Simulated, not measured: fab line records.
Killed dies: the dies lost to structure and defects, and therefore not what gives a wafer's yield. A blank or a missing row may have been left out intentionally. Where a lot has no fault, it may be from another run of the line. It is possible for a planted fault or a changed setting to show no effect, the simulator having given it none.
Code-filled problem report in 8D (eight disciplines) form -- flow sky130 -- the parts of the form that need people (team, actions taken, sign-off) are left out

## 1. WHAT IS WRONG
At SKY_LI_CONTACT_SPUTTER_20, cathodeDcPowerW averages 3353.2 W over 2 wafers from 2 lots, while fault-free wafers read 3999.9 W, standard deviation 0.81. So: -99 or more standard deviations from the usual mean.
The step: material TiN, target thk 20 nm, time 80 s.
Earliest sighting: wafer L811.5 on pvdSputter-04 at day 30 13:50. Wafers with a number at this step in the record: 42, from 14 lots. By rule, "out" or "out of limits" means more than 4 standard deviations away from the usual mean. All remaining wafers that have a number are taken as sound.

## 2. WHAT THIS IS AND IS NOT
question,is,is not
which readings at this step,cathodeDcPowerW,throttleValvePct
which lots,"L811, L812","L807, L808, L810, L821, L822, L824, L825, L826, L827, L828, L829, L830"
which wafers of those lots,"L811.5, L812.4","L811.2, L811.3, L812.3, L812.5"
read on which tools,pvdSputter-04,"pvdSputter-01, pvdSputter-03"
when,from day 30 13:50,"up to then (11 sound wafers); but 29 sound wafers of L812, L821, L822, L824, L825, L826, L827, L828, L829, L830 came after"

## 3. SUSPECTS, AND WHAT RULES EACH OUT
Counting: a tool at a process step up to the reading stays a suspect if it ran every lot that is out. Sound lots after the first of them don't rule it out here, since some wafers of a struck lot are sound.
- pvdSputter-04 at SKY_LI_CONTACT_SPUTTER_20 (material TiN, target thk 20 nm, time 80 s): kept. Every lot that is out went through it, the first being L811 (day 30 13:50); the last sound lot it ran before that was L810 (day 30 09:41). Its own cathodeDcPowerW readings are out on those wafers.
Remaining after the count: pvdSputter-04 at SKY_LI_CONTACT_SPUTTER_20.

## 4. THE CAUSE (what the simulator had put in)
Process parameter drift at SKY_LI_CONTACT_SPUTTER_20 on pvdSputter-04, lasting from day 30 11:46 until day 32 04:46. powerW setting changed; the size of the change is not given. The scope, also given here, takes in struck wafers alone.
The count eliminated every tool but this one.

## 5. THE CHAIN OF EFFECTS, in route order
One row per reading whose mean, taken over the struck wafers that have a number, lies over 3 standard deviations from the usual. Scope: only readings with a usual standard deviation given in the record; hours: median across lots of the time from each lot's start at the first step in this table that gives one to its start at this step; sigmas: change in usual standard deviations.
hours,step,reading,usual,on struck wafers,change,sigmas
0,SKY_LI_CONTACT_SPUTTER_20,cathodeDcPowerW,3999.9 W,3353.2,-646.7,-99 or more
Here are the process steps it includes:
- SKY_LI_CONTACT_SPUTTER_20: material TiN, target thk 20 nm, time 80 s.
Later measuring or inspecting steps at which every struck wafer that the step has a row for has a number for every such reading, and none has moved that far: SKY_LI_CONTACT_THK_MEAS_23, SKY_CONTACT_THK_MEAS_01.

## 6. WHAT WOULD HAVE CAUGHT IT SOONER
The fault began at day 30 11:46; the first out-of-limits reading in this record came at day 30 13:50, 2 hours later.
